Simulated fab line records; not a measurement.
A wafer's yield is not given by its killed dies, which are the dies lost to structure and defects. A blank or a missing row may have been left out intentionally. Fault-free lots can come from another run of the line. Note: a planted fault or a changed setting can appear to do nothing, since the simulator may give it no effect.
A lot that was struck, set against a sound lot    flow sky130    15 out of 708 route steps
Sound: wafers L963.2, L963.3, L963.6. Struck: wafer L976.5 (L976.4, L976.6, from the same lot, were not struck and are left out); the cause is given at the end.
Order at every step that has rows: each side's tool, ch and its chambers, its first start. Under that, the readings that differ: sound wafers    struck wafers    difference of the means    sigmas: that difference in standard deviations of wafers without a fault.
alike: a reading whose means differ by less than 2 such deviations, as well as words and numbers matching on both sides. not compared: withheld readings; readings where some wafer has no value; bounds like >300 that might hide an equal value; numbers whose values overlap and for which the record gives no deviation.
The two part at a step that has a row with sigmas, a row that says differs or no value, or rows on one side only. Non-overlapping numbers with no deviation appear without sigmas and do not part them. A reading that every wafer of one side lacks parts them only if that side has two wafers or more.

first, 1 step without rows for these wafers: SKY_VIA1_ETCH_14 (etches BARC in N2/H2, stops on SiO2, time 45.9 s, target depth 60 nm).
SKY_VIA1_ETCH_15: etches SiO2 in C4F8/O2/Ar, stops on TiN, target depth 351 nm, time 54 s.
  sound on rieDiel-02 ch 0,2, day 35 05:16; struck on rieDiel-03 ch 1, day 39 11:25
reading              sound              struck  difference  sigmas
oesProductAu (a.u.)  0.967 0.980 0.987  0.995   +0.017      +3
  not compared: rfHoursCounterH
SKY_VIA1_STRIP_16: strips in O2/N2.
  sound on plasmaAsher-02 ch 0,1, day 35 05:19; struck on plasmaAsher-03 ch 0, day 39 11:29
reading            sound              struck  difference  sigmas
n2FlowSccm (sccm)  300.2 299.6 301.0  298.4   -1.9        -2
  alike: drypumpMotorCurrentA, oesProductAu, stripTimeToEndpointS
  not compared: rfHoursCounterH
then, 3 steps without rows for these wafers: SKY_VIA1_STRIP_17 (strips in post etch residue remover, time 1200 s); SKY_VIA1_CLEAN_18 (cleans in IPA, time 180 s); SKY_VIA1_CLEAN_19 (cleans in O3/DIW).
SKY_VIA1_SPUTTER_20: material TiN, target thk 20 nm, time 80 s.
  sound on pvdSputter-03, day 35 05:54; struck on pvdSputter-03, day 39 12:07
  alike: throttleValvePct
SKY_VIA1_CVD_21: deposits W, target thk 270 nm, time 80.902 s.
  sound on cvdW-02 ch 0,1, day 35 05:58; struck on cvdW-01 ch 0, day 39 12:13
  alike: heaterPowerW
SKY_VIA1_RS_MEAS_22: uses a four-point probe to measure.
  sound on filmMetro-03, day 35 06:05; struck on filmMetro-03, day 39 12:20
  alike: VIA1_W_RS
SKY_VIA1_THK_MEAS_23: measures by xrf.
  sound on filmMetro-03, day 35 06:11; struck on filmMetro-03, day 39 12:25
  alike: VIA1_W_THK
SKY_VIA1_CMP_24: polishes, stops on SiO2, t overpolish 15 s, target thk 0 nm.
  sound on cmp-01 ch 0,1,3, day 35 06:14; struck on cmp-02 ch 2, day 39 12:30
  alike: motorCurrentA, overpolishRunS, slurryFlowMlMin, timeToEndpointS
then, 1 step without rows for these wafers: SKY_METAL2_SPUTTER_00 (material Ti, target thk 15 nm, time 10 s).
SKY_METAL2_SPUTTER_01: material TiN, target thk 20 nm, time 16.7 s.
  sound on pvdSputter-01, day 35 06:34; struck on pvdSputter-02, day 39 12:46
reading                                    sound              struck  difference  sigmas
model.TiN_of_METAL2_SPUTTER_01.thkNm (nm)  20.14 19.96 20.02  14.69   -5.35       
  alike: throttleValvePct
then, 1 step without rows for these wafers: SKY_METAL2_SPUTTER_02 (material AlCu, target thk 250 nm, time 13.3 s).
-- the record jumps here: 10 days lie between the struck wafers' starts before and after (it left off in module METAL2 and takes up again in module PAD_OPEN, whose first step shown is number 708 of the route) --
SKY_PAD_OPEN_PROBE_99:
  sound on prober-02, day 46 19:38; struck on prober-02, day 49 22:02
reading                  sound           struck  difference  sigmas
sort_bin_5_function (%)  11.6 11.2 12.8  7.7     -4.2        -3
  alike: defectLimitedYield, killed_at_M0_to_M3, killed_at_M4_up, killedAtContacts, killedAtFrontEnd, killedAtOther, killedDies, killedOnRim, killedOpen, killedShort, sort_bin_3_pad_short, sort_bin_6_memory, sortNPass, sortYieldPct

## WHERE THEY PART
Earliest at SKY_VIA1_ETCH_15; latest, in this record, at SKY_PAD_OPEN_PROBE_99.

WHY: what had been put in by the simulator
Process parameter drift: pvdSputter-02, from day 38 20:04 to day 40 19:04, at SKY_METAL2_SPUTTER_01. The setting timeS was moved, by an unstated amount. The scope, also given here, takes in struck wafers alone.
